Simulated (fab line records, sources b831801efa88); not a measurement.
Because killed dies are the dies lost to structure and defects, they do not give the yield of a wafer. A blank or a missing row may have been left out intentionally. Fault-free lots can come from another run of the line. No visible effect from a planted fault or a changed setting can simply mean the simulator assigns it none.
Which of the tools did it? | flow gf180mcu | 14 lots, 42 wafers sampled, at 2 steps of a route of 602

## WHAT THE GAUGES SHOWED, per wafer
GF_SAB_THK_MEAS_01. Usual: SAB_CVD_00_THK typically reads 50.1 nm, with standard deviation 0.6.
lot  | measured     | on           | SAB_CVD_00_THK (nm) | flag
L593 | day 14 18:48 | filmMetro-03 | 49.4 49.5 50.4      | 
L594 | day 14 20:15 | filmMetro-02 | 48.9 49.2 49.7      | 
L596 | day 15 14:11 | filmMetro-02 | 49.8 50.4 51.2      | 
L597 | day 15 19:25 | filmMetro-01 | 49.8 50.5 50.2      | 
L598 | day 15 21:21 | filmMetro-03 | 50.9 51.0 51.1      | 
L599 | day 16 08:58 | filmMetro-03 | 50.0 50.6 50.8      | 
L601 | day 17 04:03 | filmMetro-02 | 49.8 50.3 50.5      | 
L602 | day 17 23:12 | filmMetro-03 | 49.5 49.9 49.2      | 
L603 | day 18 01:27 | filmMetro-03 | 49.3 50.5 50.6      | 
L609 | day 19 18:56 | filmMetro-01 | 50.1 49.4 50.9      | 
L611 | day 20 13:41 | filmMetro-03 | 48.7 49.5 50.0      | 
L612 | day 21 05:31 | filmMetro-01 | 49.6 49.8 50.2      | 
L613 | day 21 07:48 | filmMetro-02 | 50.0 49.9 50.7      | 
L615 | day 22 01:14 | filmMetro-01 | 49.4 49.8 50.4      | 

## WHICH TOOL RAN EACH LOT (tool, then ch and the chambers of the sampled wafers, then the start)
lot  | GF_DNWELL_IMPLANT_07
L593 | implanter-03 ch 0, day 3 02:47
L594 | implanter-04 ch 0, day 3 02:57
L596 | implanter-04 ch 0, day 3 15:55
L597 | implanter-02 ch 0, day 3 18:17
L598 | implanter-02 ch 0, day 3 22:45
L599 | implanter-03 ch 0, day 4 04:11
L601 | implanter-02 ch 0, day 4 15:36
L602 | implanter-04 ch 0, day 5 02:03
L603 | implanter-02 ch 0, day 5 02:25
L609 | implanter-03 ch 0, day 6 05:49
L611 | implanter-03 ch 0, day 6 17:11
L612 | implanter-03 ch 0, day 6 22:52
L613 | implanter-04 ch 0, day 7 05:28
L615 | implanter-03 ch 0, day 7 15:31
- GF_DNWELL_IMPLANT_07

## WHAT THE TOOLS THEMSELVES READ (means of the sampled wafers that have a number; where no wafer has one, the mark that the record gives instead)
GF_DNWELL_IMPLANT_07. Usual: beamOnS 10.03 s, standard deviation 0.21; doseIonsCm2 9.999e+12, standard deviation 1e+10.
lot  | tool         | beamOnS (s) | doseIonsCm2 | flag
L593 | implanter-03 | 10.13       | 1.000e+13   | 
L594 | implanter-04 | 9.87        | 9.987e+12   | 
L596 | implanter-04 | 10.10       | 1.001e+13   | 
L597 | implanter-02 | 10.01       | 1.000e+13   | 
L598 | implanter-02 | 10.01       | 9.994e+12   | 
L599 | implanter-03 | 10.00       | 9.989e+12   | 
L601 | implanter-02 | 9.95        | 1.032e+13   | OFF
L602 | implanter-04 | 10.05       | 9.983e+12   | 
L603 | implanter-02 | 10.11       | 1.032e+13   | OFF
L609 | implanter-03 | 9.82        | 1.001e+13   | 
L611 | implanter-03 | 9.94        | 1.000e+13   | 
L612 | implanter-03 | 10.03       | 1.000e+13   | 
L613 | implanter-04 | 9.88        | 1.000e+13   | 
L615 | implanter-03 | 10.25       | 9.988e+12   | 

## THE ANSWER, worked out from the rows above alone
Rule: a lot counts as off when the mean over its wafers that have a number is more than 3 standard deviations away from the usual mean. A lot without any number at a reading at which 4 lots or more have one is off too. Where the step has rows for the other lots, those lots are counted as sound. The gauges are gone through in route order, then the tools' own readings, and for those a lot's mean is taken as printed above. The first step at which some lot is off is used, and at that step the reading that is off furthest; a lot without a number counts as furthest.
Off at GF_DNWELL_IMPLANT_07 (doseIonsCm2): L601, L603.
A tool fits if, at that step or a process step before it, it ran every lot that is off, and no sound lot after the first of them. One fits: implanter-02 at GF_DNWELL_IMPLANT_07. A fault onset in the window from L598 (day 3 22:45, its last sound lot) to L601 (day 4 15:36, its first lot off) fits.
On the lots that are off, the tool's own readings at GF_DNWELL_IMPLANT_07 differ by more than 5 times the standard deviation of the sound lots' means, which bears it out; doseIonsCm2 reads 1.032e+13 there versus 9.997e+12 on the sound lots.

## WHAT THE SIMULATOR PUT IN
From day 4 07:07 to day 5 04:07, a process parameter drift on implanter-02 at GF_DNWELL_IMPLANT_07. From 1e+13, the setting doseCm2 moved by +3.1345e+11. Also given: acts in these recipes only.
Struck lots among those shown: L601, L603. This agrees with what the rule above found.
